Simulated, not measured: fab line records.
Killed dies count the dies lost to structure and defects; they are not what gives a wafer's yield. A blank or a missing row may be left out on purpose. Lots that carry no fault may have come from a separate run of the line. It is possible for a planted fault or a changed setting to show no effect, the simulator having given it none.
Struck lot and sound lot, side by side / flow sky130 / 15 out of 708 route steps
Sound: these wafers, L230.1, L230.4, L230.6. The struck wafers were L234.3, L234.4, L234.5. The cause comes at the end.
Per side, at each step with rows, come the tool, then ch with its chambers, and then its first start. Under that, the readings that differ: sound wafers / struck wafers / difference of the means / sigmas: that difference in standard deviations of wafers without a fault.
alike: readings with means less than 2 such deviations apart, plus words and numbers identical on both sides. not compared: withheld readings, readings lacking a value on some wafer, bounds such as >300 that could conceal the same value, and numbers that have no deviation in the record and whose values overlap.
The two part at a step that has a row with sigmas, a row that says differs or no value, or rows on one side only. Numbers that don't overlap but have no deviation are shown without sigmas and don't part them. A reading missing from all wafers of one side parts the sides only when that side holds two or more wafers.

first, 2 steps without rows for these wafers: SKY_DNWELL_DEVELOP_06 (develop time 60 s); SKY_DNWELL_IMPLANT_07.
SKY_DNWELL_STRIP_08: strips in O2/N2.
  sound on plasmaAsher-02 ch 1, day 4 01:23; struck on plasmaAsher-01 ch 0,1, day 4 22:01
  alike: drypumpMotorCurrentA, n2FlowSccm, oesProductAu, stripTimeToEndpointS
  not compared: rfHoursCounterH
SKY_DNWELL_TW_MEAS_09:
  sound on filmMetro-01 at day 4 01:29; struck on filmMetro-01 at day 4 22:06
  alike: DNWELL_TW
then, 7 steps without rows for these wafers: SKY_PWDE_DEHYDRATE_00 (time 60 s); SKY_PWDE_HMDS_01 (prime time 60 s); SKY_PWDE_COAT_02 (resist thk 3000 nm); SKY_PWDE_SOFTBAKE_03; SKY_PWDE_EXPOSE_04 (exposes mask PWDEM, target cd 840 nm); SKY_PWDE_PEB_05; SKY_PWDE_DEVELOP_06 (develop time 60 s).
SKY_PWDE_OVL_MEAS_07:
  sound on overlay-02 at day 4 18:19; struck on overlay-02 at day 5 15:50
  alike: PWDE_OVL
SKY_PWDE_IMPLANT_08:
  sound on implanter-03 ch 0, day 4 18:22; struck on implanter-01 ch 0, day 5 15:55
reading=beamEnergyKeV; sound=150.00 149.95 149.97; struck=172.31 172.27 172.31; difference=+22.32; sigmas=+99 or more
reading=model.implant.rpNm (nm); sound=438.9 438.9 438.9; struck=481 481 481; difference=+42; sigmas=
reading=model.implant.drpNm (nm); sound=97.97 97.97 97.97; struck=103.3 103.3 103.3; difference=+5.3; sigmas=
SKY_PWDE_STRIP_09: strips in O2/N2.
  sound on plasmaAsher-01 ch 0,1, day 4 18:31; struck on plasmaAsher-01 ch 0,1, day 5 16:02
  alike: drypumpMotorCurrentA, n2FlowSccm, oesProductAu, stripTimeToEndpointS
  not compared: rfHoursCounterH
-- the record jumps here: 42 days lie between the struck wafers' starts before and after (it left off in module PWDE and takes up again in module PAD_OPEN, whose first step shown is number 708 of the route) --
SKY_PAD_OPEN_PROBE_99:
  sound on prober-02 at day 46 22:10; struck on prober-01 at day 47 20:17
reading=model.etest.res_p_drift_20v.lineOhmUm; sound=1.202e+04 1.102e+04 1.192e+04; struck=9309 9592 9222; difference=-2279; sigmas=
reading=model.etest.res_p_drift_20v.rsOhmSq; sound=1.022e+04 9174 9801; struck=7762 8025 7795; difference=-1871; sigmas=
  alike: killed_at_M0_to_M3, killed_at_M4_up, killedAtContacts, killedAtFrontEnd, killedAtOther, killedDies, killedOpen, killedShort

## WHERE THEY PART
At SKY_PWDE_IMPLANT_08 and nowhere else, as far as this record goes. Later steps at which nothing parts them and some readings are alike: SKY_PWDE_STRIP_09, SKY_PAD_OPEN_PROBE_99.

WHY: what the simulator had put in
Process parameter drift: implanter-01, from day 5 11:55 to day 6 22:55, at SKY_PWDE_IMPLANT_08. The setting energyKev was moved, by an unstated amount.
